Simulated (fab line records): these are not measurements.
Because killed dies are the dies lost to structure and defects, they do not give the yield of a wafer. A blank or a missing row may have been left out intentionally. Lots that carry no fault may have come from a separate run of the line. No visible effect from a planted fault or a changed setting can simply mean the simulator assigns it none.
The tool behind it: which one?    flow gf180mcu    72 wafers from 24 lots sampled at 5 of the route's 602 steps

## WHAT THE GAUGES READ, wafer by wafer
GF_STI_THK_MEAS_04. Usual: STI_CVD_03_THK gives 207.6 nm (standard deviation 2.1).
lot   measured     on             STI_CVD_03_THK (nm)  flag
L074  day 1 13:35  film metro-02  208.1 208.1 209.5    
L075  day 1 18:34  film metro-03  210.9 208.7 211.0    
L076  day 1 23:57  film metro-01  210.8 209.7 209.8    
L077  day 2 04:35  film metro-01  209.9 211.7 210.3    
L078  day 2 09:34  film metro-01  211.0 212.4 208.7    
L079  day 2 14:56  film metro-01  209.8 210.1 212.6    
L080  day 2 19:34  film metro-02  208.5 208.4 208.2    
L081  day 3 00:34  film metro-03  209.5 205.9 208.2    
L082  day 3 05:44  film metro-02  209.0 207.2 205.8    
L083  day 3 10:34  film metro-01  206.8 208.4 208.4    
L084  day 3 15:34  film metro-02  207.4 206.2 206.9    
L085  day 3 20:34  film metro-01  208.0 208.6 207.4    
L086  day 4 01:42  film metro-02  207.7 209.0 208.0    
L087  day 4 06:34  film metro-03  206.3 206.3 207.9    
L088  day 4 12:02  film metro-01  204.7 203.4 206.3    
L089  day 4 17:55  film metro-03  208.4 209.0 209.0    
L090  day 4 21:35  film metro-01  206.1 206.1 204.6    
L091  day 5 02:34  film metro-03  205.8 204.5 204.7    
L092  day 5 08:05  film metro-02  203.8 205.4 206.8    
L093  day 5 12:34  film metro-03  209.0 209.3 208.8    
L094  day 5 17:34  film metro-01  206.8 204.8 204.6    
L095  day 5 22:34  film metro-01  205.3 206.9 206.6    
L096  day 6 03:34  film metro-01  206.7 206.5 205.6    
L097  day 6 08:35  film metro-01  205.9 206.2 204.9    

GF_STI_THK_MEAS_22. Usual: STI_OXIDATION_01_THK gives 15.03 nm (standard deviation 0.27).
lot   measured     on             STI_OXIDATION_01_THK (nm)  flag
L074  day 2 04:04  film metro-02  14.97 14.94 15.02          
L075  day 2 08:39  film metro-03  14.59 15.03 14.82          
L076  day 2 14:19  film metro-02  14.88 14.58 14.80          
L077  day 2 18:43  film metro-03  14.72 14.85 14.71          
L078  day 2 23:45  film metro-02  14.97 14.67 14.74          
L079  day 3 05:39  film metro-01  15.10 14.98 15.23          
L080  day 3 09:16  film metro-01  15.00 15.06 15.13          
L081  day 3 14:50  film metro-02  14.68 14.74 14.80          
L082  day 3 20:44  film metro-03  15.20 15.39 15.23          
L083  day 4 02:04  film metro-02  15.46 15.62 15.42          
L084  day 4 08:35  film metro-02  15.11 15.03 15.37          
L085  day 4 13:19  film metro-01  14.58 14.43 14.98          
L086  day 4 17:05  film metro-03  14.79 14.89 14.85          
L087  day 4 21:44  film metro-03  15.38 15.38 15.34          
L088  day 5 03:56  film metro-01  15.41 15.44 15.27          
L089  day 5 09:47  film metro-02  14.97 15.28 14.98          
L090  day 5 13:25  film metro-02  15.16 14.87 15.01          
L091  day 5 18:54  film metro-03  15.09 15.06 14.98          
L092  day 6 00:48  film metro-03  15.18 15.11 14.91          
L093  day 6 05:32  film metro-01  15.20 15.02 15.00          
L094  day 6 10:19  film metro-02  14.78 14.72 14.67          
L095  day 6 16:28  film metro-01  15.20 15.07 15.22          
L096  day 6 22:08  film metro-01  15.43 15.45 15.33          
L097  day 7 01:48  film metro-02  15.04 15.02 15.20          

GF_STI_THK_MEAS_30. Usual: STI_OXIDATION_02_THK gives 10.00 nm (standard deviation 0.21).
lot   measured     on             STI_OXIDATION_02_THK (nm)  flag
L074  day 2 06:43  film metro-02  10.02 10.15 10.11          
L075  day 2 11:29  film metro-03  10.01 10.09 10.10          
L076  day 2 16:51  film metro-01  9.99 10.07 9.91            
L077  day 2 21:15  film metro-01  9.72 9.82 9.70             
L078  day 3 02:17  film metro-02  10.00 10.14 9.87           
L079  day 3 08:08  film metro-02  10.07 9.87 9.90            
L080  day 3 11:45  film metro-03  9.66 9.71 9.82             
L081  day 3 17:21  film metro-03  9.57 9.59 9.39             
L082  day 3 23:19  film metro-03  10.04 10.03 9.97           
L083  day 4 05:55  film metro-02  9.99 10.00 9.86            
L084  day 4 11:23  film metro-02  10.26 10.32 10.37          
L085  day 4 15:54  film metro-01  10.38 10.39 10.44          
L086  day 4 19:35  film metro-02  10.38 10.20 10.29          
L087  day 5 00:15  film metro-02  9.82 9.91 9.89             
L088  day 5 07:26  film metro-03  9.83 9.95 10.23            
L089  day 5 12:17  film metro-02  10.30 10.21 10.17          
L090  day 5 16:18  film metro-02  10.36 10.39 10.30          
L091  day 5 21:24  film metro-01  9.84 9.73 9.87             
L092  day 6 04:25  film metro-02  10.23 10.18 10.05          
L093  day 6 08:01  film metro-02  10.10 10.16 9.98           
L094  day 6 13:23  film metro-02  9.87 9.91 9.91             
L095  day 6 19:33  film metro-02  10.02 9.98 10.14           
L096  day 7 00:39  film metro-03  9.78 9.75 9.84             
L097  day 7 04:26  film metro-02  10.04 9.91 10.00           

GF_VT_IMPLANT_RS_MEAS_47: uses a four-point probe to measure. Usual: NWELL_RS gives 487.2 ohm/sq (standard deviation 1.2).
lot   measured      on             NWELL_RS (ohm/sq)  flag
L074  day 7 15:08   film metro-03  485.8 488.1 488.1  
L075  day 7 21:28   film metro-03  486.9 488.0 488.0  
L076  day 8 06:40   film metro-02  486.2 487.0 486.4  
L077  day 8 10:51   film metro-04  487.8 486.8 487.5  
L078  day 8 18:47   film metro-03  487.2 485.1 487.1  
L079  day 9 01:11   film metro-02  485.0 486.6 486.4  
L080  day 9 07:17   film metro-02  485.7 484.8 485.4  
L081  day 9 13:56   film metro-04  487.0 489.3 487.9  
L082  day 9 21:42   film metro-02  486.8 486.3 487.3  
L083  day 10 04:46  film metro-04  487.5 489.1 488.7  
L084  day 10 13:02  film metro-04  487.1 488.1 486.6  
L085  day 10 18:08  film metro-04  485.2 486.6 487.0  
L086  day 10 23:56  film metro-02  486.0 484.6 485.9  
L087  day 11 05:04  film metro-03  488.1 488.4 488.1  
L088  day 11 13:26  film metro-03  489.9 489.1 488.7  
L089  day 11 19:55  film metro-04  486.5 487.4 487.8  
L090  day 12 02:16  film metro-02  486.5 487.5 489.1  
L091  day 12 08:50  film metro-02  487.2 486.4 487.7  
L092  day 12 17:40  film metro-03  488.3 488.8 487.9  
L093  day 12 23:38  film metro-03  486.5 486.6 486.0  
L094  day 13 06:15  film metro-03  485.8 484.3 485.2  
L095  day 13 13:07  film metro-03  487.7 487.5 488.7  
L096  day 13 20:13  film metro-02  488.2 486.6 488.1  
L097  day 14 00:32  film metro-02  488.4 487.7 486.6  

## WHICH TOOL RAN EACH LOT (tool, then ch and the chambers of the sampled wafers, then the start)
lot   GF_STI_ETCH_14
L074  rie si-02 ch 0,2,3, day 2 01:49
L075  rie si-02 ch 0,3, day 2 06:49
L076  rie si-02 ch 1,2, day 2 12:37
L077  rie si-02 ch 2,3, day 2 17:02
L078  rie si-01 ch 0,2,3, day 2 22:05
L079  rie si-01 ch 0,1,2, day 3 03:59
L080  rie si-02 ch 0,1,3, day 3 07:19
L081  rie si-02 ch 0,1, day 3 13:10
L082  rie si-02 ch 0,1, day 3 19:04
L083  rie si-02 ch 0,1, day 4 00:23
L084  rie si-02 ch 1,2,3, day 4 04:58
L085  rie si-02 ch 2,3, day 4 10:22
L086  rie si-01 ch 1,2,3, day 4 15:25
L087  rie si-02 ch 0,1,2, day 4 20:04
L088  rie si-02 ch 0,2, day 5 02:16
L089  rie si-02 ch 1,2, day 5 08:07
L090  rie si-02 ch 1,2,3, day 5 11:40
L091  rie si-01 ch 1,3, day 5 17:14
L092  rie si-01 ch 0,1,2, day 5 23:08
L093  rie si-01 ch 1,2, day 6 03:16
L094  rie si-01 ch 0,1, day 6 08:17
L095  rie si-02 ch 0,3, day 6 13:58
L096  rie si-02 ch 0,2, day 6 18:32
L097  rie si-02 ch 1,2,3, day 7 00:07
- GF_STI_ETCH_14: etches Si in HBr/Cl2/O2, target depth 360 nm, time 102.9 s.

## WHAT THE TOOLS THEMSELVES READ (means of the sampled wafers that have a number; where no wafer has one, the mark that the record gives instead)
GF_STI_ETCH_14. Usual: HBr_flow_sccm 150.0 sccm, standard deviation 0.47; chamber pressure mTorr 15.000 mTorr, standard deviation 0.015; drypump motor current A 5.4 A, standard deviation 0.36; oes product au 0.999 a.u., standard deviation 0.011; throttle valve pct 25.657 %, standard deviation 0.012.
lot   tool       HBr_flow_sccm (sccm)  chamber pressure mTorr (mTorr)  drypump motor current A (A)  oes product au (a.u.)  throttle valve pct (%)  flag
L074  rie si-02  149.9                 14.992                          5.3                          1.003                  25.660                  
L075  rie si-02  150.4                 15.013                          5.0                          1.003                  25.661                  
L076  rie si-02  149.5                 14.998                          5.6                          0.993                  25.663                  
L077  rie si-02  149.9                 15.017                          5.1                          1.002                  25.648                  
L078  rie si-01  150.1                 14.998                          5.4                          0.997                  25.663                  
L079  rie si-01  149.3                 15.004                          5.1                          0.994                  25.666                  
L080  rie si-02  150.1                 15.000                          5.3                          1.008                  25.661                  
L081  rie si-02  150.2                 14.991                          5.7                          1.002                  25.654                  
L082  rie si-02  150.2                 14.984                          5.5                          0.996                  25.654                  
L083  rie si-02  150.1                 15.006                          5.7                          1.001                  25.661                  
L084  rie si-02  150.0                 14.989                          5.4                          0.997                  25.659                  
L085  rie si-02  150.0                 14.986                          5.1                          1.019                  25.647                  
L086  rie si-01  149.8                 14.996                          5.4                          0.988                  25.661                  
L087  rie si-02  150.2                 15.009                          5.6                          1.006                  25.665                  
L088  rie si-02  150.0                 15.008                          5.6                          0.997                  25.660                  
L089  rie si-02  150.1                 14.996                          5.7                          0.997                  25.660                  
L090  rie si-02  150.2                 15.001                          5.4                          1.005                  25.652                  
L091  rie si-01  150.3                 15.009                          5.3                          0.987                  25.665                  
L092  rie si-01  149.9                 15.007                          5.1                          0.998                  25.646                  
L093  rie si-01  149.9                 14.986                          5.2                          0.994                  25.658                  
L094  rie si-01  149.7                 14.996                          5.0                          0.993                  25.664                  
L095  rie si-02  150.3                 14.997                          5.2                          1.002                  25.659                  
L096  rie si-02  150.2                 15.003                          5.6                          0.994                  25.655                  
L097  rie si-02  149.7                 14.985                          5.4                          1.003                  25.651                  

## THE ANSWER, worked out from the rows above alone
Rule: a lot is off if the mean of its wafers that have a number lies more than 3 standard deviations from the usual mean. Also off: a lot with no number at a reading for which 4 or more lots have one. Where the step has rows for the other lots, those lots are counted as sound. After the gauges, taken in route order, come the tools' own readings; for these a lot's mean is taken, as printed above. At the first step where some lot is off, the reading lying furthest off is the one used; lots without a number count as furthest.
Across all readings shown, no lot is off: no conclusion can be drawn from this.

## WHAT HAD BEEN PUT IN BY THE SIMULATOR
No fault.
